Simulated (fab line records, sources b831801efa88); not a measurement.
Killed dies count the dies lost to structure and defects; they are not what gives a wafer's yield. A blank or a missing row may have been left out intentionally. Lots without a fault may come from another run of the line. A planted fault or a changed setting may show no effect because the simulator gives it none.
Which tool did it?	flow gf180mcu	14 lots with 42 wafers sampled at 3 steps, on a route of 602 steps

== WHAT THE GAUGES SHOWED, per wafer ==
GF_M5_CD_MEAS_07: the cd target is 280 nm.
lot	measured	on	cd-nm (nm)
L791	day 25 20:22	cd-sem-01	283.5 282.6 283.1
L792	day 26 10:46	cd-sem-01	280.1 280.6 279.3
L793	day 26 13:32	cd-sem-02	280.8 279.3 279.7
L794	day 27 00:32	cd-sem-01	281.3 280.9 281.8
L796	day 27 18:41	cd-sem-01	279.1 279.7 279.5
L797	day 27 23:14	cd-sem-02	279.9 280.0 278.9
L798	day 28 12:31	cd-sem-01	281.0 280.8 281.1
L800	day 29 02:16	cd-sem-02	279.4 279.1 280.0
L801	day 29 06:29	cd-sem-01	280.0 277.8 279.5
L802	day 29 19:38	cd-sem-02	279.6 281.1 281.0
L803	day 29 20:07	cd-sem-01	278.1 278.1 277.8
L804	day 30 07:20	cd-sem-01	277.1 278.8 278.8
L812	day 32 09:07	cd-sem-02	279.3 278.9 278.2
L813	day 32 14:34	cd-sem-02	280.1 279.1 278.5

== EACH LOT AND THE TOOL THAT RAN IT (in order: tool; ch and the chambers of the sampled wafers; start) ==
lot	GF_MIM_CVD_05	GF_MIM_SPUTTER_07
L791	pecvd-01 ch 0,1,2, day 24 01:17	pvd-sputter-01, day 24 01:22
L792	pecvd-01 ch 0,2, day 24 16:24	pvd-sputter-04, day 24 16:30
L793	pecvd-04 ch 0,1, day 24 18:32	pvd-sputter-04, day 24 18:37
L794	pecvd-04 ch 0,1, day 25 06:11	pvd-sputter-02, day 25 06:17
L796	pecvd-01 ch 1,2, day 26 01:58	pvd-sputter-01, day 26 02:04
L797	pecvd-03 ch 0,2, day 26 05:48	pvd-sputter-02, day 26 05:53
L798	pecvd-01 ch 0,1, day 26 20:44	pvd-sputter-04, day 26 20:49
L800	pecvd-04 ch 0,1, day 27 11:20	pvd-sputter-02, day 27 11:25
L801	pecvd-03 ch 1,2, day 27 16:04	pvd-sputter-02, day 27 16:10
L802	pecvd-03 ch 2, day 28 04:56	pvd-sputter-02, day 28 05:06
L803	pecvd-04 ch 0,1,2, day 28 05:37	pvd-sputter-02, day 28 05:43
L804	pecvd-01 ch 0,1, day 28 18:04	pvd-sputter-04, day 28 18:09
L812	pecvd-01 ch 0,1,2, day 30 22:02	pvd-sputter-02, day 30 22:08
L813	pecvd-01 ch 0,1,2, day 31 04:25	pvd-sputter-04, day 31 04:29
- GF_MIM_CVD_05: deposits Si3N4, target thk 42 nm, time 29.086 s.
- GF_MIM_SPUTTER_07: material TiN, target thk 60 nm, time 50 s.

== WHAT THE TOOLS THEMSELVES READ (means of the sampled wafers that have a number; where no wafer has one, the mark that the record gives instead) ==
GF_MIM_CVD_05.
lot	tool	heater-power-outer-w (W)	heater-power-w (W)	rf-fwd-power-W (W)	susceptor-temp-C (C)
L791	pecvd-01	365	639	443.2	385.10
L792	pecvd-01	394	689	442.4	385.03
L793	pecvd-04	342	616	445.1	385.10
L794	pecvd-04	319	552	442.9	384.94
L796	pecvd-01	369	644	443.5	385.01
L797	pecvd-03	380	705	442.0	384.94
L798	pecvd-01	376	657	443.5	385.03
L800	pecvd-04	302	536	445.0	385.08
L801	pecvd-03	325	605	443.5	384.97
L802	pecvd-03	285	595	442.1	384.88
L803	pecvd-04	371	637	442.9	384.97
L804	pecvd-01	339	629	442.5	384.94
L812	pecvd-01	381	654	442.9	384.87
L813	pecvd-01	383	663	442.9	385.05

GF_MIM_SPUTTER_07.
lot	tool	cathode-dc-power-W (W)	throttle-valve-pct (%)
L791	pvd-sputter-01	6499.8	30.1
L792	pvd-sputter-04	6500.4	30.2
L793	pvd-sputter-04	6499.7	29.1
L794	pvd-sputter-02	6500.4	28.7
L796	pvd-sputter-01	6499.1	28.9
L797	pvd-sputter-02	6499.8	28.9
L798	pvd-sputter-04	6500.7	29.2
L800	pvd-sputter-02	6500.7	29.4
L801	pvd-sputter-02	6499.5	29.9
L802	pvd-sputter-02	6499.6	30.0
L803	pvd-sputter-02	6500.4	29.5
L804	pvd-sputter-04	6501.3	30.1
L812	pvd-sputter-02	6499.6	29.0
L813	pvd-sputter-04	6499.2	29.0

== THE ANSWER, worked out from the rows above alone ==
Rule: the usual values come from the lots themselves. The widest of any qualifying gaps counts: lots, ordered by their means at a reading, are off when they make up no more than a third of the lots, leave a main group of 4 or more, and stand apart from it by 3 or more times the standard deviation of that group's means. Not used: any main group whose means are identical at the precision the tables above print for the reading. A lot without any number at a reading at which 4 lots or more have one is off too. The other lots that the step has rows for count as sound. After the gauges, taken in route order, come the tools' own readings; for these a lot's mean is taken, as printed above. At the first step where some lot is off, the reading lying furthest off is the one used; lots without a number count as furthest.
None of the lots is off at any reading shown; this tells nothing.

== WHAT THE SIMULATOR PUT IN ==
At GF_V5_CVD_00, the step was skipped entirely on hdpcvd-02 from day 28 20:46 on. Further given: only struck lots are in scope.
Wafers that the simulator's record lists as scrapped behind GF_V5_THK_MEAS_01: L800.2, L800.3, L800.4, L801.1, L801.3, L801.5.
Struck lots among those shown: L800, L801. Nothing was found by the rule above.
